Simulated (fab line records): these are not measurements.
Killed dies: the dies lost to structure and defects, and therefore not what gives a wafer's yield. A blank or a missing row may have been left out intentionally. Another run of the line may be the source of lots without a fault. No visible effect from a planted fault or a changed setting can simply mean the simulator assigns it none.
Comparing a struck lot with a sound one | flow sky130 | 15 steps out of a route of 708
Sound: the wafers L431.2, L431.5, L431.6. Wafers struck: L452.2, L452.4, L452.6. The cause is given at the end.
Per side, at each step with rows, come the tool, then ch with its chambers, and then its first start. Under that, the readings that differ: sound wafers | struck wafers | difference of the means | sigmas: that difference in standard deviations of wafers without a fault.
alike: same words and numbers on both sides, and readings whose means sit less than 2 such deviations apart. not compared: any withheld reading, any reading some wafer has no value for, any bound like >300 that may hide the same value, and any number with overlapping values for which the record gives no deviation.
Wherever a step has rows on one side only, a row that says differs or no value, or a row with sigmas, the two part there. When numbers do not overlap yet have no deviation, they are printed without sigmas and do not part them. A reading that every wafer of one side lacks parts them only if that side has two wafers or more.

SKY_METAL3_STRIP_19: strips in O2/N2.
  sound on plasma_asher-02 ch 0,1, day 39 05:43; struck on plasma_asher-01 ch 0,1, day 45 00:29
  reading                      | sound          | struck         | difference | sigmas
  strip_time_to_endpoint_s (s) | 6.60 6.58 6.61 | 6.43 6.42 6.52 | -0.14      | -2
  alike: drypump_motor_current_A, oes_product_au
  not compared: rf_hours_counter_h
then, 4 steps without rows for these wafers: SKY_METAL3_STRIP_20 (strips in post etch residue remover, time 1200 s); SKY_METAL3_CLEAN_21 (cleans in IPA, time 180 s); SKY_METAL3_CLEAN_22 (cleans in O3/DIW); SKY_VIA3_HDPCVD_00 (deposits SiO2, target thk 1635 nm, time 272.5 s).
SKY_VIA3_THK_MEAS_01:
  struck on film_metro-01, day 45 01:15; sound on film_metro-03, day 39 06:29
  alike: VIA3_HDPCVD_THK
SKY_VIA3_CMP_02: polishes SiO2.
  sound on cmp-02 ch 1,2, day 39 07:15; struck on cmp-01 ch 0,2,3, day 45 01:21
  alike: edge_zone_pressure_frac, motor_current_A, platen_rpm, slurry_flow_ml_min
SKY_VIA3_BOW_MEAS_03:
  struck on film_metro-03, day 45 01:37; sound on film_metro-01, day 39 07:31
  alike: VIA3_BOW
then, 4 steps without rows for these wafers: SKY_VIA3_DEHYDRATE_04 (time 60 s); SKY_VIA3_HMDS_05 (prime time 60 s); SKY_VIA3_COAT_06 (resist thk 60 nm); SKY_VIA3_COAT_07 (resist thk 450 nm).
SKY_VIA3_SOFTBAKE_08: time 90 s.
  sound on litho_track-04 ch 0, day 39 19:00; struck on litho_track-03 ch 0, day 45 14:00
  reading                  | sound                | struck               | difference | sigmas
  heater_power_total_W (W) | 56.28 56.60 56.22    | 60.28 60.29 60.28    | +3.92      | +36
  run_length_s (s)         | 119.55 119.48 119.61 | 101.93 102.09 101.92 | -17.57     | -73
then, 1 step without rows for these wafers: SKY_VIA3_EXPOSE_09 (exposes mask VIM3, target cd 200 nm).
-- the record jumps here: 5 days lie between the struck wafers' starts before and after (it left off in module VIA3 and takes up again in module PAD_OPEN, whose first step shown is number 708 of the route) --
SKY_PAD_OPEN_PROBE_99:
  struck on prober-02, day 51 00:35; sound on prober-01, day 46 15:28
  alike: defect_limited_yield, killed_at_M0_to_M3, killed_at_M4_up, killed_at_contacts, killed_at_front_end, killed_at_other, killed_dies, killed_open, killed_short, sort_bin_3_pad_short, sort_bin_5_function, sort_bin_6_memory, sort_n_pass, sort_yield_pct

== WHERE THEY PART ==
At SKY_METAL3_STRIP_19 first; at SKY_VIA3_SOFTBAKE_08 last (within this record only). Later steps at which nothing parts them and some readings are alike: SKY_PAD_OPEN_PROBE_99.

WHY: what had been put in by the simulator
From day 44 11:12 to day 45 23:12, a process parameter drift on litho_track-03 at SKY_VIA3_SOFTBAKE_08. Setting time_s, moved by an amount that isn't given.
